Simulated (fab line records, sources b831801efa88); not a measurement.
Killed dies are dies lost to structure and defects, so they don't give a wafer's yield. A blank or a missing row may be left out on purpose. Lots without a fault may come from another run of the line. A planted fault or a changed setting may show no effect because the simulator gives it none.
One fault seen from 2 desks | flow sky130 | each desk has only its own numbers; what lay behind them comes last

THE METROLOGY DESK
What the gauges read, lot by lot, whatever tool the lot ran on: means of the sampled wafers that have a number. A lot is out of limits, marked OUT, if its mean lies more than 4 standard deviations from the usual mean; the brackets give that distance.
Columns: A = POLY_GATE_OXIDATION_THK at SKY_POLY_GATE_THK_MEAS_21, usual 4.02 nm; B = SD_P_TW at SKY_SD_P_TW_MEAS_11, usual 2828
lot  | first seen here | A              | B
L161 | day 16 07:13    | 3.91           | 2816
L162 | day 17 02:08    | 3.95           | 2833
L169 | day 19 18:31    | 4.98 (+12) OUT | 2851
L170 | day 20 05:02    | 4.86 (+10) OUT | 2827
L176 | day 22 14:02    | 4.10           | 2838
L178 | day 22 19:02    | 4.07           | 2861
L177 | day 22 21:46    | 4.02           | 2805
L179 | day 23 03:55    | 4.15           | 2847
L182 | day 23 16:04    | 4.14           | 2815
L181 | day 23 20:46    | 4.08           | 2824
L183 | day 24 02:47    | 3.96           | 2823
This desk's finding: out of limits on L169, L170; first on L169, day 19 18:31 (POLY_GATE_OXIDATION_THK at SKY_POLY_GATE_THK_MEAS_21). In limits: L161, L162, L176, L178, L177, L179, L182, L181, L183.

THE TOOL OWNER'S DESK: furnace-02
The tool's own readings at SKY_POLY_GATE_OXIDATION_20 (stabilise 600 s, purge 300 s, target thk 4 nm): means of the sampled wafers that have a number, for each lot that ran on this tool. A lot is out of limits, marked OUT, if its mean lies more than 4 standard deviations from the usual mean; the brackets give that distance. Of its 8 readings 7 are shown: the one that was out of limits first, and those that lie furthest out on some lot.
Columns: A = spike_tc_bottom_C at SKY_POLY_GATE_OXIDATION_20, usual 871.2 C; B = spike_tc_centre_C at SKY_POLY_GATE_OXIDATION_20, usual 851.3 C; C = spike_tc_lower_C at SKY_POLY_GATE_OXIDATION_20, usual 849.7 C; D = spike_tc_top_C at SKY_POLY_GATE_OXIDATION_20, usual 863.6 C; E = spike_tc_upper_C at SKY_POLY_GATE_OXIDATION_20, usual 849.6 C; F = tube_center_temp_C at SKY_POLY_GATE_OXIDATION_20, usual 850 C; G = tube_center_temp_C_max at SKY_POLY_GATE_OXIDATION_20, usual 852.2
lot  | first seen here | A               | B               | C               | D                | E               | F                     | G
L162 | day 17 00:53    | 873.3           | 852.4           | 849.8           | 866.9            | 849.6           | 850                   | 852.1
L169 | day 19 17:15    | 888.5 (+12) OUT | 868.8 (+11) OUT | 865.7 (+16) OUT | 883.1 (+7.2) OUT | 866.7 (+14) OUT | 866 (+99 or more) OUT | 868.1 (+42) OUT
L170 | day 20 03:46    | 889.1 (+12) OUT | 869.1 (+11) OUT | 867.3 (+18) OUT | 882.1 (+6.9) OUT | 866.3 (+14) OUT | 866 (+99 or more) OUT | 868.2 (+42) OUT
L178 | day 22 17:46    | 872.9           | 852.2           | 850.9           | 865.3            | 850.1           | 850                   | 852.2
L179 | day 23 02:40    | 872.0           | 851.7           | 850.3           | 865.8            | 849.7           | 850                   | 852.1
L182 | day 23 14:48    | 872.3           | 852.8           | 848.8           | 866.1            | 849.4           | 850                   | 852.3
L181 | day 23 19:31    | 872.2           | 852.6           | 850.3           | 865.4            | 850.5           | 850                   | 852.0
This desk's finding: out of limits on L169, L170; first on L169, day 19 17:15 (spike_tc_bottom_C at SKY_POLY_GATE_OXIDATION_20). In limits: L162, L178, L179, L182, L181.

PUT TOGETHER
The tool owner's desk could have raised an alarm at day 19 17:15, on L169, L170.
The metrology desk could have raised an alarm at day 19 18:31, on L169, L170.
Of the lots named, all ran SKY_POLY_GATE_OXIDATION_20 on furnace-02.

WHAT THE SIMULATOR HAD PUT IN
Process parameter drift: furnace-02, from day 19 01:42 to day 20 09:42, at SKY_POLY_GATE_OXIDATION_20. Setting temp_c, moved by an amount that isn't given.
Lots struck among those shown: L169, L170.
Hours from the fault's start to each desk's first reading out of limits: the tool owner's desk, 16; the metrology desk, 17.
